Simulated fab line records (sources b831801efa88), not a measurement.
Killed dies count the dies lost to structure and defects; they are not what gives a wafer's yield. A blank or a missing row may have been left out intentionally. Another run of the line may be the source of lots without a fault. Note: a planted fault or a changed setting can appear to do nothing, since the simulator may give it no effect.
Which tool was responsible? :: flow sfq line :: 15 lots with 45 wafers sampled at 2 steps, on a route of 325 steps

## WHAT THE GAUGES SHOWED, per wafer
SFQ_M0_RS_MEAS_904: measures by four-point-probe. Usual: for M0_NB_RS the level is 0.909 ohm/sq and the standard deviation is 0.01.
lot: L467
measured: day 8 00:32
on: film metro-03
M0_NB_RS (ohm/sq): 0.903 0.907 0.903
flag: 

lot: L468
measured: day 8 12:04
on: film metro-03
M0_NB_RS (ohm/sq): 0.908 0.903 0.906
flag: 

lot: L469
measured: day 8 22:52
on: film metro-02
M0_NB_RS (ohm/sq): 0.896 0.906 0.895
flag: 

lot: L470
measured: day 9 09:35
on: film metro-02
M0_NB_RS (ohm/sq): 0.915 0.905 0.904
flag: 

lot: L471
measured: day 9 15:37
on: film metro-02
M0_NB_RS (ohm/sq): 0.917 0.917 0.930
flag: 

lot: L474
measured: day 10 07:17
on: film metro-02
M0_NB_RS (ohm/sq): 0.902 0.911 0.898
flag: 

lot: L475
measured: day 10 12:46
on: film metro-02
M0_NB_RS (ohm/sq): 0.923 0.920 0.915
flag: 

lot: L476
measured: day 10 19:54
on: film metro-02
M0_NB_RS (ohm/sq): 0.919 0.925 0.921
flag: 

lot: L477
measured: day 10 22:18
on: film metro-02
M0_NB_RS (ohm/sq): 0.908 0.902 0.913
flag: 

lot: L478
measured: day 11 05:31
on: film metro-03
M0_NB_RS (ohm/sq): 0.908 0.900 0.897
flag: 

lot: L480
measured: day 11 13:17
on: film metro-04
M0_NB_RS (ohm/sq): 0.912 0.910 0.908
flag: 

lot: L485
measured: day 12 21:49
on: film metro-04
M0_NB_RS (ohm/sq): 0.915 0.911 0.911
flag: 

lot: L486
measured: day 13 00:14
on: film metro-04
M0_NB_RS (ohm/sq): 0.915 0.916 0.925
flag: 

lot: L487
measured: day 13 01:25
on: film metro-03
M0_NB_RS (ohm/sq): 0.917 0.919 0.924
flag: 

lot: L490
measured: day 13 06:13
on: film metro-02
M0_NB_RS (ohm/sq): 0.894 0.895 0.898
flag: 

SFQ_JJ_OVL_MEAS_931. Usual: for J5_OVL the level is 0 nm and the standard deviation is 5.7.
lot: L467
measured: day 55 01:05
on: overlay-01
J5_OVL (nm): -1 3 4
flag: 

lot: L468
measured: day 55 02:17
on: overlay-01
J5_OVL (nm): -7 -1 -8
flag: 

lot: L469
measured: day 59 07:28
on: overlay-02
J5_OVL (nm): -9 -2 -2
flag: 

lot: L470
measured: day 59 13:28
on: overlay-01
J5_OVL (nm): -5 1 4
flag: 

lot: L471
measured: day 60 01:29
on: overlay-01
J5_OVL (nm): 7 3 7
flag: 

lot: L474
measured: day 64 11:12
on: overlay-01
J5_OVL (nm): 2 4 -4
flag: 

lot: L475
measured: day 65 11:41
on: overlay-02
J5_OVL (nm): -10 -8 -5
flag: 

lot: L476
measured: day 65 17:49
on: overlay-02
J5_OVL (nm): -4 -1 -1
flag: 

lot: L477
measured: day 66 01:01
on: overlay-02
J5_OVL (nm): 4 3 0
flag: 

lot: L478
measured: day 66 09:05
on: overlay-01
J5_OVL (nm): 2 -1 -4
flag: 

lot: L480
measured: day 66 15:05
on: overlay-01
J5_OVL (nm): -4 0 0
flag: 

lot: L485
measured: day 69 04:53
on: overlay-02
J5_OVL (nm): -4 -6 -2
flag: 

lot: L486
measured: day 69 16:36
on: overlay-01
J5_OVL (nm): 11 6 12
flag: 

lot: L487
measured: day 69 23:47
on: overlay-01
J5_OVL (nm): 6 10 3
flag: 

lot: L490
measured: day 71 08:11
on: overlay-02
J5_OVL (nm): 14 9 7
flag: 

## WHAT TOOL EACH LOT RAN ON (gives the tool, then ch and the chambers of the sampled wafers, and finally the start)
There is no process step in the record ahead of these readings.

## WHAT THE TOOLS THEMSELVES READ (means of the sampled wafers that have a number; where no wafer has one, the mark that the record gives instead)
The record holds no such reading with a usual standard deviation.

## THE ANSWER, worked out from the rows above alone
Rule: a lot counts as off when the mean over its wafers that have a number is more than 3 standard deviations away from the usual mean. Also off: a lot with no number at a reading for which 4 or more lots have one. Any other lot the step has rows for is counted as sound. The gauges are gone through in route order, then the tools' own readings, and for those a lot's mean is taken as printed above. At the first step where some lot is off, the reading lying furthest off is the one used; lots without a number count as furthest.
None of the lots is off at any reading shown; this tells nothing.

## WHAT THE SIMULATOR PUT IN
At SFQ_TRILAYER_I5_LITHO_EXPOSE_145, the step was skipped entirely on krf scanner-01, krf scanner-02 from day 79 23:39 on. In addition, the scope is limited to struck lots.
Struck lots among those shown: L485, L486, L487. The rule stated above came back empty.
